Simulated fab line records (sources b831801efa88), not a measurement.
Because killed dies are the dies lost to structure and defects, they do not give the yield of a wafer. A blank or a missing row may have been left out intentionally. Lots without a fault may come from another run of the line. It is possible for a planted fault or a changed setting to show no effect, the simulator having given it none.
Matching of chambers	flow sky130	rie-diel-03 running SKY_VIA1_ETCH_14: 4 sister chambers
The step etches BARC in N2/H2, stops on SiO2, time 45.9 s, target depth 60 nm. 14 wafers are shown with their chamber, then 7 later ones without.

== WAFERS PAIRED WITH THEIR CHAMBERS ==
wafer	chamber	oes-product-au (a.u.)	throttle-valve-pct (%)
L076.3	2	0.851	13.225
L076.4	1	0.858	13.226
L076.6	2	0.856	13.231
L078.2	2	0.851	13.241
L078.5	2	0.852	13.230
L078.6	0	0.857	13.227
L079.1	1	0.855	13.218
L079.2	3	0.849	13.244
L079.6	3	0.855	13.217
L088.1	1	0.857	13.227
L088.4	2	0.854	13.236
L088.6	0	0.847	13.237
L089.1	3	0.860	13.221
L089.5	3	0.863	13.236

SIGNATURES (means of the wafers above)
reading	chamber 0	chamber 1	chamber 2	chamber 3	scatter within a chamber
oes-product-au	0.85200	0.85667	0.85280	0.85675	0.00432
throttle-valve-pct	13.23200	13.22367	13.23260	13.22950	0.00854
Rule: distance of a wafer from a chamber = root of the sum over the readings of ((wafer's reading minus chamber's mean) / reading's scatter) squared. If the next closest chamber is less than 2 further off than the closest, the wafer can't be placed; otherwise it belongs to the closest. How the scatter is found: for the shown wafers, subtract from each reading the mean of its chamber, square and add these, divide the total by (wafers less chambers), then take the root.

== WAFERS WITH NO CHAMBER GIVEN ==
wafer	oes-product-au (a.u.)	throttle-valve-pct (%)
L089.6	0.855	13.231
L093.2	0.849	13.216
L093.5	0.849	13.223
L093.6	0.852	13.214
L096.2	0.847	13.243
L096.5	0.853	13.220
L096.6	0.852	13.234

== EACH ONE'S CHAMBER ==
wafer	from the rows above	in truth
L089.6	can't be placed: 3 or 2 or 0 or 1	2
L093.2	can't be placed: 1 or 0 or 2 or 3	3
L093.5	can't be placed: 0 or 2 or 1 or 3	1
L093.6	can't be placed: 1 or 0 or 3 or 2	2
L096.2	can't be placed: 0 or 2 or 3 or 1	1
L096.5	can't be placed: 1 or 3 or 0 or 2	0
L096.6	can't be placed: 0 or 2 or 3 or 1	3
Correctly placed: 0 of 7. Unplaceable from these rows: 7, with the true chamber sitting among the candidates in 7. 0 placed wrongly.
